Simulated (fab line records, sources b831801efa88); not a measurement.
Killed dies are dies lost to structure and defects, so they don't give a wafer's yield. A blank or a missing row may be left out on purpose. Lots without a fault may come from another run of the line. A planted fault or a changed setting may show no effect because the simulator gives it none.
Problem report in the 8D (eight disciplines) form, filled by code | flow sky130 | the parts of the form that need people (team, actions taken, sign-off) are left out

1. THE PROBLEM
rotation_deg at SKY_LDD_N_IMPLANT_13 reads a mean of 281.642 degrees on 6 wafers of 2 lots; wafers without a fault read 89.997 degrees with a standard deviation of 0.029. That is +99 or more standard deviations from the usual mean.
First seen on wafer L286.3, day 23 13:47, on implanter-03. The record holds 42 wafers of 14 lots with a number at this step. Rule for "out", or "out of limits": more than 4 standard deviations from the usual mean. The other wafers with a number count as sound.

2. WHAT IT IS AND WHAT IT IS NOT
question                    | is                     | is not
which readings at this step | rotation_deg           | -
which lots                  | L286, L287             | L273, L274, L275, L276, L277, L278, L279, L280, L291, L294, L295, L296
which wafers of those lots  | all that have a number | -
read on which tools         | implanter-03           | implanter-01, implanter-04
when                        | from day 23 13:47      | up to then (24 sound wafers); but 12 sound wafers of L291, L294, L295, L296 came after

3. SUSPECTS, AND WHAT RULES EACH OUT
Counting: a tool at a process step up to the reading stays a suspect if it ran every lot that is out and no sound lot after the first of them.
- implanter-03 at SKY_LDD_N_IMPLANT_13: kept. It ran every lot that is out, first L286 (day 23 13:47), and no sound lot after that; its last sound lot up to then is L279 (day 20 16:22). Its own readings are out on those wafers: rotation_deg.
Left after counting: implanter-03 at SKY_LDD_N_IMPLANT_13.

4. THE CAUSE (what the simulator had put in)
Process parameter drift: implanter-03, from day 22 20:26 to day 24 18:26, at SKY_LDD_N_IMPLANT_13. Setting rotation_deg, moved by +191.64, from 90. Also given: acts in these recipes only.
Counting left only this tool.

5. THE CHAIN OF EFFECTS, in route order
Each row: a reading whose mean over the struck wafers that have a number lies more than 3 standard deviations from the usual. Only readings for which the record gives a usual standard deviation are gone through. hours: the time from each lot's start at the first step in this table that gives one to its start at this step, as a median over the lots. sigmas: the change in usual standard deviations.
hours | step                 | reading      | usual          | on struck wafers | change   | sigmas
0     | SKY_LDD_N_IMPLANT_13 | rotation_deg | 89.997 degrees | 281.642          | +191.645 | +99 or more
The process steps in it:
- SKY_LDD_N_IMPLANT_13
Later measuring or inspecting steps at which every struck wafer that the step has a row for has a number for every such reading, and none has moved that far: SKY_LDD_N_TW_MEAS_17, SKY_LDD_HVN_OVL_MEAS_07.

6. WHAT WOULD HAVE CAUGHT IT SOONER
In this record the first reading out of limits was taken at day 23 13:47, 17 hours after the fault began at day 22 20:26.
